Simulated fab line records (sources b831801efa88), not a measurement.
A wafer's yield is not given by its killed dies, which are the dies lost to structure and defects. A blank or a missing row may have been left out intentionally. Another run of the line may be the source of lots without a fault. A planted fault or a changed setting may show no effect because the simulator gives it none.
Which tool was responsible?    flow sky130    21 wafers from 7 lots sampled at 3 of the route's 708 steps

== WHAT EACH GAUGE READ, for each wafer ==
SKY_SONOS_TUNNEL_CD_MEAS_07: the cd target is 410 nm.
lot   measured      on         cd-nm (nm)
L994  day 11 17:56  cd-sem-01  409.3 409.6 408.4
L996  day 12 09:20  cd-sem-02  407.7 407.1 404.5
L101  day 14 03:56  cd-sem-01  407.8 406.4 408.8
L103  day 14 14:04  cd-sem-01  413.7 413.4 411.7
L109  day 16 16:53  cd-sem-02  415.3 411.9 414.3
L114  day 18 08:27  cd-sem-02  408.9 410.3 410.7
L116  day 18 23:55  cd-sem-02  414.8 414.6 413.4

== WHICH TOOL RAN EACH LOT (tool, then ch and the chambers of the sampled wafers, then the start) ==
lot   SKY_VT_ADJUST_HVTR_EXPOSE_04         SKY_VT_ADJUST_PCH_STRIP_09
L994  iline-stepper-01 ch 0, day 9 09:02   plasma-asher-01 ch 0,1, day 10 18:57
L996  iline-stepper-01 ch 0, day 9 21:55   plasma-asher-01 ch 0,1, day 11 08:34
L101  iline-stepper-01 ch 0, day 11 12:40  plasma-asher-01 ch 0,1, day 13 01:42
L103  iline-stepper-01 ch 0, day 11 21:22  plasma-asher-01 ch 0,1, day 13 11:22
L109  iline-stepper-01, day 13 20:10       plasma-asher-01 ch 0,1, day 15 12:52
L114  iline-stepper-02 ch 0, day 15 08:29  plasma-asher-03 ch 0,1, day 17 02:48
L116  iline-stepper-02 ch 0, day 16 00:24  plasma-asher-03 ch 0,1, day 17 19:01
- SKY_VT_ADJUST_HVTR_EXPOSE_04: exposes mask HVTRM, target cd 380 nm.
- SKY_VT_ADJUST_PCH_STRIP_09: strips in O2/N2.

== THE ANSWER, worked out from the rows above alone ==
Rule: what is usual is taken from the lots themselves. Put in order of their means at a reading, lots are off if they are a third of the lots or fewer, leave a main group of 4 or more, and stand apart from it by a gap of 3 or more times the standard deviation of the main group's means; of several such gaps the widest counts. The tables above print the reading to a certain number of digits; a main group whose means all agree to those digits is not used. A lot without any number at a reading at which 4 lots or more have one is off too. Where the step has rows for the other lots, those lots are counted as sound.
None of the lots is off at any reading shown; this tells nothing.

== WHAT THE SIMULATOR HAD PUT IN ==
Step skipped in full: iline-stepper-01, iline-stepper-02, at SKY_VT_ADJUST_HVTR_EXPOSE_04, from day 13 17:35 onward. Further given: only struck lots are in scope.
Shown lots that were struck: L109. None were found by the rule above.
